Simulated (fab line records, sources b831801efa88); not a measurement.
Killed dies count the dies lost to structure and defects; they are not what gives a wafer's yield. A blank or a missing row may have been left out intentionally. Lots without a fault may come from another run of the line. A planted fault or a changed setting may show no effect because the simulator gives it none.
Matching of chambers / flow gf180mcu / GF_STI_ETCH_14 on rieSi-01: 4 sister chambers
The step etches Si in HBr/Cl2/O2, target depth 360 nm, time 102.9 s. 14 wafers are shown with their chamber, then 7 later ones without.

EACH WAFER AND ITS CHAMBER
wafer=L514.1; chamber=3; drypumpMotorCurrentA (A)=5.8; oesProductAu (a.u.)=1.011; throttleValvePct (%)=25.650
wafer=L514.5; chamber=2; drypumpMotorCurrentA (A)=5.8; oesProductAu (a.u.)=0.985; throttleValvePct (%)=25.666
wafer=L514.6; chamber=1; drypumpMotorCurrentA (A)=5.5; oesProductAu (a.u.)=0.996; throttleValvePct (%)=25.669
wafer=L516.1; chamber=0; drypumpMotorCurrentA (A)=4.9; oesProductAu (a.u.)=0.998; throttleValvePct (%)=25.652
wafer=L516.2; chamber=3; drypumpMotorCurrentA (A)=5.8; oesProductAu (a.u.)=1.021; throttleValvePct (%)=25.644
wafer=L516.6; chamber=3; drypumpMotorCurrentA (A)=5.8; oesProductAu (a.u.)=1.017; throttleValvePct (%)=25.654
wafer=L520.3; chamber=0; drypumpMotorCurrentA (A)=4.9; oesProductAu (a.u.)=0.996; throttleValvePct (%)=25.657
wafer=L520.4; chamber=3; drypumpMotorCurrentA (A)=5.8; oesProductAu (a.u.)=1.024; throttleValvePct (%)=25.636
wafer=L520.5; chamber=2; drypumpMotorCurrentA (A)=5.8; oesProductAu (a.u.)=0.991; throttleValvePct (%)=25.671
wafer=L522.1; chamber=1; drypumpMotorCurrentA (A)=5.4; oesProductAu (a.u.)=0.994; throttleValvePct (%)=25.663
wafer=L522.4; chamber=2; drypumpMotorCurrentA (A)=5.8; oesProductAu (a.u.)=1.002; throttleValvePct (%)=25.655
wafer=L522.6; chamber=1; drypumpMotorCurrentA (A)=5.5; oesProductAu (a.u.)=0.996; throttleValvePct (%)=25.659
wafer=L525.1; chamber=3; drypumpMotorCurrentA (A)=5.8; oesProductAu (a.u.)=1.011; throttleValvePct (%)=25.645
wafer=L525.4; chamber=3; drypumpMotorCurrentA (A)=5.8; oesProductAu (a.u.)=0.999; throttleValvePct (%)=25.648

SIGNATURES, as means of the wafers listed above
reading=drypumpMotorCurrentA; chamber 0=4.900; chamber 1=5.467; chamber 2=5.800; chamber 3=5.800; scatter within a chamber=0.0258
reading=oesProductAu; chamber 0=0.99700; chamber 1=0.99533; chamber 2=0.99267; chamber 3=1.01383; scatter within a chamber=0.00744
reading=throttleValvePct; chamber 0=25.65450; chamber 1=25.66367; chamber 2=25.66400; chamber 3=25.64617; scatter within a chamber=0.00621
Rule: for a wafer and a chamber, the distance is found by dividing, reading by reading, the gap between the wafer's reading and the chamber's mean by the reading's scatter, squaring, summing and taking the root. If the next closest chamber is less than 2 further off than the closest, the wafer can't be placed; otherwise it belongs to the closest. The scatter: the root of (the sum of the squares of (reading less its chamber's mean) over the shown wafers, divided by (wafers less chambers)).

WAFERS WITH NO CHAMBER GIVEN
wafer=L525.6; drypumpMotorCurrentA (A)=5.8; oesProductAu (a.u.)=1.000; throttleValvePct (%)=25.656
wafer=L533.1; drypumpMotorCurrentA (A)=5.4; oesProductAu (a.u.)=0.984; throttleValvePct (%)=25.681
wafer=L533.4; drypumpMotorCurrentA (A)=4.9; oesProductAu (a.u.)=0.995; throttleValvePct (%)=25.660
wafer=L533.6; drypumpMotorCurrentA (A)=5.5; oesProductAu (a.u.)=0.999; throttleValvePct (%)=25.660
wafer=L535.1; drypumpMotorCurrentA (A)=5.8; oesProductAu (a.u.)=0.989; throttleValvePct (%)=25.670
wafer=L535.2; drypumpMotorCurrentA (A)=5.8; oesProductAu (a.u.)=1.002; throttleValvePct (%)=25.644
wafer=L535.5; drypumpMotorCurrentA (A)=5.8; oesProductAu (a.u.)=1.000; throttleValvePct (%)=25.647

EACH ONE'S CHAMBER
wafer=L525.6; from the rows above=can't be placed: 2 or 3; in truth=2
wafer=L533.1; from the rows above=1; in truth=1
wafer=L533.4; from the rows above=0; in truth=0
wafer=L533.6; from the rows above=1; in truth=1
wafer=L535.1; from the rows above=2; in truth=2
wafer=L535.2; from the rows above=can't be placed: 3 or 2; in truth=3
wafer=L535.5; from the rows above=can't be placed: 3 or 2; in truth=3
Placed correctly: 4 of 7. Cannot be placed on the basis of these rows: 3; the candidates contain the true chamber in 3. 0 placed wrongly.
